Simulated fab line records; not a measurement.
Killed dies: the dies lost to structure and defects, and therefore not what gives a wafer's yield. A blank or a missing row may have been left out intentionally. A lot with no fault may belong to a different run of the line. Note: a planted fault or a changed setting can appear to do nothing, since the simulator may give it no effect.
Chamber matching + flow sky130 + cmp-01 running SKY_CONTACT_CMP_27: 4 sister chambers
The step polishes, stops on SiO2, t overpolish 15 s, target thk 0 nm. 8 wafers are shown with their chamber, then 11 later ones without.

== WAFERS, EACH WITH ITS CHAMBER ==
| wafer  | chamber | motor-current-A (A) | time-to-endpoint-s (s) |
|--------|---------|---------------------|------------------------|
| L080.5 | 0       | 10.2                | 83                     |
| L081.1 | 1       | 10.7                | 85                     |
| L081.5 | 1       | 10.8                | 83                     |
| L083.5 | 3       | 11.1                | 77                     |
| L084.1 | 3       | 11.4                | 79                     |
| L084.4 | 2       | 10.6                | 84                     |
| L084.6 | 0       | 9.7                 | 84                     |
| L090.2 | 2       | 10.2                | 85                     |

== WAFERS WITH NO CHAMBER GIVEN ==
| wafer  | motor-current-A (A) | time-to-endpoint-s (s) |
|--------|---------------------|------------------------|
| L090.3 | 10.6                | 86                     |
| L090.5 | 11.1                | 82                     |
| L093.1 | 10.7                | 86                     |
| L093.2 | 9.4                 | 88                     |
| L093.4 | 11.1                | 83                     |
| L094.2 | 10.4                | 88                     |
| L094.3 | 11.0                | 82                     |
| L094.6 | 9.7                 | 86                     |
| L095.3 | 10.3                | 90                     |
| L095.4 | 10.8                | 87                     |
| L095.5 | 11.4                | 84                     |

== WHICH CHAMBER EACH ONE RAN IN ==
| wafer  | from the rows above          | in truth |
|--------|------------------------------|----------|
| L090.3 | can't be placed: 2 or 1 or 0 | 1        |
| L090.5 | can't be placed: 1 or 2 or 3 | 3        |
| L093.1 | can't be placed: 2 or 1 or 0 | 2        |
| L093.2 | can't be placed: 0 or 2 or 1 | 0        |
| L093.4 | can't be placed: 1 or 2      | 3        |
| L094.2 | can't be placed: 2 or 1 or 0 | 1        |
| L094.3 | can't be placed: 1 or 2 or 3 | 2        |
| L094.6 | can't be placed: 0 or 2      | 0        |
| L095.3 | can't be placed: 2 or 1 or 0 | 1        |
| L095.4 | can't be placed: 1 or 2 or 0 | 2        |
| L095.5 | can't be placed: 1 or 2      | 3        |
Correctly placed: 0 of 11. Can't be placed from these rows: 11 (the true chamber is among the candidates in 9). Placed wrongly: 0.
How it was worked out, from the rows above alone: a wafer's distance from a chamber is the root of the sum, over the readings, of the square of ((its reading less the chamber's mean) divided by the reading's scatter). If the next closest chamber is less than 2 further off than the closest, the wafer can't be placed; otherwise it belongs to the closest. A chamber's mean is the mean of its shown wafers. The scatter: the root of (the sum of the squares of (reading less its chamber's mean) over the shown wafers, divided by (wafers less chambers)).
